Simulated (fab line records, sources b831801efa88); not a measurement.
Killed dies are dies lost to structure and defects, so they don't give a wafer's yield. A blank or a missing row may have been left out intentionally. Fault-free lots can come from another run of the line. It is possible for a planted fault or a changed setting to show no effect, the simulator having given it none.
What tool caused it? || flow sky130 || 13 lots with 39 wafers sampled at 4 steps, on a route of 708 steps

== WHAT THE GAUGES READ, wafer by wafer ==
SKY_LOCAL_INTERCONNECT_RS_MEAS_01: the measuring method here is four-point-probe. Usual: LOCAL_INTERCONNECT_TIN_RS 14.17 ohm/sq, standard deviation 0.14.
{"lot": "L804", "measured": "day 29 13:31", "on": "film_metro-02", "LOCAL_INTERCONNECT_TIN_RS (ohm/sq)": "14.20 14.18 14.14", "flag": ""}
{"lot": "L806", "measured": "day 30 08:02", "on": "film_metro-02", "LOCAL_INTERCONNECT_TIN_RS (ohm/sq)": "14.19 14.32 14.29", "flag": ""}
{"lot": "L810", "measured": "day 32 13:07", "on": "film_metro-02", "LOCAL_INTERCONNECT_TIN_RS (ohm/sq)": "14.08 14.11 14.07", "flag": ""}
{"lot": "L811", "measured": "day 33 05:19", "on": "film_metro-04", "LOCAL_INTERCONNECT_TIN_RS (ohm/sq)": "14.01 14.14 14.30", "flag": ""}
{"lot": "L816", "measured": "day 33 19:38", "on": "film_metro-02", "LOCAL_INTERCONNECT_TIN_RS (ohm/sq)": "14.18 13.93 14.17", "flag": ""}
{"lot": "L818", "measured": "day 34 12:20", "on": "film_metro-04", "LOCAL_INTERCONNECT_TIN_RS (ohm/sq)": "14.08 14.12 14.24", "flag": ""}
{"lot": "L819", "measured": "day 34 16:00", "on": "film_metro-02", "LOCAL_INTERCONNECT_TIN_RS (ohm/sq)": "14.12 14.15 14.29", "flag": ""}
{"lot": "L820", "measured": "day 35 11:02", "on": "film_metro-03", "LOCAL_INTERCONNECT_TIN_RS (ohm/sq)": "14.14 14.23 14.18", "flag": ""}
{"lot": "L821", "measured": "day 35 12:38", "on": "film_metro-04", "LOCAL_INTERCONNECT_TIN_RS (ohm/sq)": "14.46 14.54 14.35", "flag": ""}
{"lot": "L822", "measured": "day 35 14:00", "on": "film_metro-04", "LOCAL_INTERCONNECT_TIN_RS (ohm/sq)": "13.99 13.99 14.07", "flag": ""}
{"lot": "L823", "measured": "day 35 21:41", "on": "film_metro-04", "LOCAL_INTERCONNECT_TIN_RS (ohm/sq)": "14.23 14.06 14.18", "flag": ""}
{"lot": "L824", "measured": "day 36 05:54", "on": "film_metro-04", "LOCAL_INTERCONNECT_TIN_RS (ohm/sq)": "14.13 14.19 14.11", "flag": ""}
{"lot": "L825", "measured": "day 36 16:31", "on": "film_metro-02", "LOCAL_INTERCONNECT_TIN_RS (ohm/sq)": "14.09 14.14 14.21", "flag": ""}

SKY_VIA1_BOW_MEAS_03. Usual: VIA1_BOW 79 um, standard deviation 7.6.
{"lot": "L804", "measured": "day 33 06:23", "on": "film_metro-02", "VIA1_BOW (um)": "68 73 98", "flag": ""}
{"lot": "L806", "measured": "day 34 00:04", "on": "film_metro-02", "VIA1_BOW (um)": "67 95 88", "flag": ""}
{"lot": "L810", "measured": "day 36 02:55", "on": "film_metro-01", "VIA1_BOW (um)": "67 81 86", "flag": ""}
{"lot": "L811", "measured": "day 36 18:20", "on": "film_metro-03", "VIA1_BOW (um)": "87 73 79", "flag": ""}
{"lot": "L816", "measured": "day 37 08:14", "on": "film_metro-03", "VIA1_BOW (um)": "80 79 78", "flag": ""}
{"lot": "L818", "measured": "day 38 00:37", "on": "film_metro-02", "VIA1_BOW (um)": "67 84 70", "flag": ""}
{"lot": "L819", "measured": "day 38 03:44", "on": "film_metro-03", "VIA1_BOW (um)": "81 90 90", "flag": ""}
{"lot": "L820", "measured": "day 38 22:35", "on": "film_metro-03", "VIA1_BOW (um)": "81 76 69", "flag": ""}
{"lot": "L821", "measured": "day 38 23:54", "on": "film_metro-03", "VIA1_BOW (um)": "71 70 73", "flag": ""}
{"lot": "L822", "measured": "day 39 00:09", "on": "film_metro-02", "VIA1_BOW (um)": "92 94 95", "flag": ""}
{"lot": "L823", "measured": "day 39 08:26", "on": "film_metro-02", "VIA1_BOW (um)": "71 74 73", "flag": ""}
{"lot": "L824", "measured": "day 39 16:16", "on": "film_metro-02", "VIA1_BOW (um)": "67 74 77", "flag": ""}
{"lot": "L825", "measured": "day 40 01:13", "on": "film_metro-03", "VIA1_BOW (um)": "77 86 72", "flag": ""}

== WHICH TOOL RAN EACH LOT (tool, then ch and the chambers of the sampled wafers, then the start) ==
{"lot": "L804", "SKY_LDD_P_SOFTBAKE_03": "litho_track-01 ch 0, day 18 18:13", "SKY_RES_XHIGH_STRIP_08": "plasma_asher-04 ch 0,1, day 27 01:02"}
{"lot": "L806", "SKY_LDD_P_SOFTBAKE_03": "litho_track-03 ch 0, day 19 12:10", "SKY_RES_XHIGH_STRIP_08": "plasma_asher-01 ch 0,1, day 27 19:37"}
{"lot": "L810", "SKY_LDD_P_SOFTBAKE_03": "litho_track-01 ch 0, day 22 04:19", "SKY_RES_XHIGH_STRIP_08": "plasma_asher-01 ch 0,1, day 30 02:43"}
{"lot": "L811", "SKY_LDD_P_SOFTBAKE_03": "litho_track-01 ch 0, day 22 11:31", "SKY_RES_XHIGH_STRIP_08": "plasma_asher-02 ch 0,1, day 30 18:16"}
{"lot": "L816", "SKY_LDD_P_SOFTBAKE_03": "litho_track-03 ch 0, day 23 12:53", "SKY_RES_XHIGH_STRIP_08": "plasma_asher-01 ch 0,1, day 31 09:31"}
{"lot": "L818", "SKY_LDD_P_SOFTBAKE_03": "litho_track-03 ch 0, day 24 05:19", "SKY_RES_XHIGH_STRIP_08": "plasma_asher-01 ch 0,1, day 32 02:49"}
{"lot": "L819", "SKY_LDD_P_SOFTBAKE_03": "litho_track-03 ch 0, day 24 09:58", "SKY_RES_XHIGH_STRIP_08": "plasma_asher-02 ch 0,1, day 32 06:22"}
{"lot": "L820", "SKY_LDD_P_SOFTBAKE_03": "litho_track-03 ch 0, day 25 05:44", "SKY_RES_XHIGH_STRIP_08": "plasma_asher-04 ch 0,1, day 33 02:46"}
{"lot": "L821", "SKY_LDD_P_SOFTBAKE_03": "litho_track-01 ch 0, day 25 10:01", "SKY_RES_XHIGH_STRIP_08": "plasma_asher-04 ch 0,1, day 33 04:22"}
{"lot": "L822", "SKY_LDD_P_SOFTBAKE_03": "litho_track-01 ch 0, day 25 11:16", "SKY_RES_XHIGH_STRIP_08": "plasma_asher-04 ch 0,1, day 33 05:29"}
{"lot": "L823", "SKY_LDD_P_SOFTBAKE_03": "litho_track-02 ch 0, day 25 17:56", "SKY_RES_XHIGH_STRIP_08": "plasma_asher-02 ch 0,1, day 33 12:43"}
{"lot": "L824", "SKY_LDD_P_SOFTBAKE_03": "litho_track-02 ch 0, day 26 02:51", "SKY_RES_XHIGH_STRIP_08": "plasma_asher-04 ch 0,1, day 33 21:22"}
{"lot": "L825", "SKY_LDD_P_SOFTBAKE_03": "litho_track-02 ch 0, day 26 17:08", "SKY_RES_XHIGH_STRIP_08": "plasma_asher-01 ch 0, day 34 07:22"}
- SKY_LDD_P_SOFTBAKE_03: time 60 s.
- SKY_RES_XHIGH_STRIP_08: strips in O2/N2.

== WHAT THE TOOLS THEMSELVES READ (means of the sampled wafers that have a number; where no wafer has one, the mark that the record gives instead) ==
SKY_LDD_P_SOFTBAKE_03. Usual: heater_power_total_W 56.60 W, standard deviation 0.044; run_length_s 89.26 s, standard deviation 0.27.
{"lot": "L804", "tool": "litho_track-01", "heater_power_total_W (W)": 56.53, "run_length_s (s)": 89.33, "flag": ""}
{"lot": "L806", "tool": "litho_track-03", "heater_power_total_W (W)": 56.60, "run_length_s (s)": 88.97, "flag": ""}
{"lot": "L810", "tool": "litho_track-01", "heater_power_total_W (W)": 62.97, "run_length_s (s)": 73.01, "flag": "OFF"}
{"lot": "L811", "tool": "litho_track-01", "heater_power_total_W (W)": 63.00, "run_length_s (s)": 73.07, "flag": "OFF"}
{"lot": "L816", "tool": "litho_track-03", "heater_power_total_W (W)": 56.61, "run_length_s (s)": 89.06, "flag": ""}
{"lot": "L818", "tool": "litho_track-03", "heater_power_total_W (W)": 56.58, "run_length_s (s)": 88.97, "flag": ""}
{"lot": "L819", "tool": "litho_track-03", "heater_power_total_W (W)": 56.59, "run_length_s (s)": 89.03, "flag": ""}
{"lot": "L820", "tool": "litho_track-03", "heater_power_total_W (W)": 56.62, "run_length_s (s)": 89.02, "flag": ""}
{"lot": "L821", "tool": "litho_track-01", "heater_power_total_W (W)": 56.61, "run_length_s (s)": 89.24, "flag": ""}
{"lot": "L822", "tool": "litho_track-01", "heater_power_total_W (W)": 56.63, "run_length_s (s)": 89.29, "flag": ""}
{"lot": "L823", "tool": "litho_track-02", "heater_power_total_W (W)": 56.62, "run_length_s (s)": 89.59, "flag": ""}
{"lot": "L824", "tool": "litho_track-02", "heater_power_total_W (W)": 56.62, "run_length_s (s)": 89.56, "flag": ""}
{"lot": "L825", "tool": "litho_track-02", "heater_power_total_W (W)": 56.60, "run_length_s (s)": 89.48, "flag": ""}

SKY_RES_XHIGH_STRIP_08. Usual: drypump_motor_current_A 5.4 A, standard deviation 0.41; oes_product_au 0.711 a.u., standard deviation 0.0044; strip_time_to_endpoint_s 14.28 s, standard deviation 0.036.
{"lot": "L804", "tool": "plasma_asher-04", "drypump_motor_current_A (A)": 4.9, "oes_product_au (a.u.)": 0.717, "strip_time_to_endpoint_s (s)": 14.28, "flag": ""}
{"lot": "L806", "tool": "plasma_asher-01", "drypump_motor_current_A (A)": 5.8, "oes_product_au (a.u.)": 0.710, "strip_time_to_endpoint_s (s)": 14.29, "flag": ""}
{"lot": "L810", "tool": "plasma_asher-01", "drypump_motor_current_A (A)": 5.6, "oes_product_au (a.u.)": 0.707, "strip_time_to_endpoint_s (s)": 14.30, "flag": ""}
{"lot": "L811", "tool": "plasma_asher-02", "drypump_motor_current_A (A)": 5.6, "oes_product_au (a.u.)": 0.714, "strip_time_to_endpoint_s (s)": 14.25, "flag": ""}
{"lot": "L816", "tool": "plasma_asher-01", "drypump_motor_current_A (A)": 5.6, "oes_product_au (a.u.)": 0.714, "strip_time_to_endpoint_s (s)": 14.22, "flag": ""}
{"lot": "L818", "tool": "plasma_asher-01", "drypump_motor_current_A (A)": 5.8, "oes_product_au (a.u.)": 0.709, "strip_time_to_endpoint_s (s)": 14.29, "flag": ""}
{"lot": "L819", "tool": "plasma_asher-02", "drypump_motor_current_A (A)": 5.6, "oes_product_au (a.u.)": 0.710, "strip_time_to_endpoint_s (s)": 14.23, "flag": ""}
{"lot": "L820", "tool": "plasma_asher-04", "drypump_motor_current_A (A)": 4.9, "oes_product_au (a.u.)": 0.715, "strip_time_to_endpoint_s (s)": 14.27, "flag": ""}
{"lot": "L821", "tool": "plasma_asher-04", "drypump_motor_current_A (A)": 5.0, "oes_product_au (a.u.)": 0.712, "strip_time_to_endpoint_s (s)": 14.32, "flag": ""}
{"lot": "L822", "tool": "plasma_asher-04", "drypump_motor_current_A (A)": 4.9, "oes_product_au (a.u.)": 0.708, "strip_time_to_endpoint_s (s)": 14.31, "flag": ""}
{"lot": "L823", "tool": "plasma_asher-02", "drypump_motor_current_A (A)": 5.5, "oes_product_au (a.u.)": 0.714, "strip_time_to_endpoint_s (s)": 14.25, "flag": ""}
{"lot": "L824", "tool": "plasma_asher-04", "drypump_motor_current_A (A)": 5.0, "oes_product_au (a.u.)": 0.713, "strip_time_to_endpoint_s (s)": 14.26, "flag": ""}
{"lot": "L825", "tool": "plasma_asher-01", "drypump_motor_current_A (A)": 5.4, "oes_product_au (a.u.)": 0.712, "strip_time_to_endpoint_s (s)": 14.26, "flag": ""}

== THE ANSWER, worked out from the rows above alone ==
Rule: lot off if the mean of its wafers having a number is beyond 3 standard deviations from the usual mean. Also off: a lot with no number at a reading for which 4 or more lots have one. The other lots that the step has rows for count as sound. The gauges are gone through in route order, then the tools' own readings, and for those a lot's mean is taken as printed above. The first step at which some lot is off is used, and at that step the reading that is off furthest; a lot without a number counts as furthest.
Off: L810, L811 (SKY_LDD_P_SOFTBAKE_03, heater_power_total_W).
If a tool, at that step or one of the process steps before it, ran each lot that is off and ran no sound lot following the first of them, it fits. No candidate that was tried fits.

== WHAT THE SIMULATOR HAD PUT IN ==
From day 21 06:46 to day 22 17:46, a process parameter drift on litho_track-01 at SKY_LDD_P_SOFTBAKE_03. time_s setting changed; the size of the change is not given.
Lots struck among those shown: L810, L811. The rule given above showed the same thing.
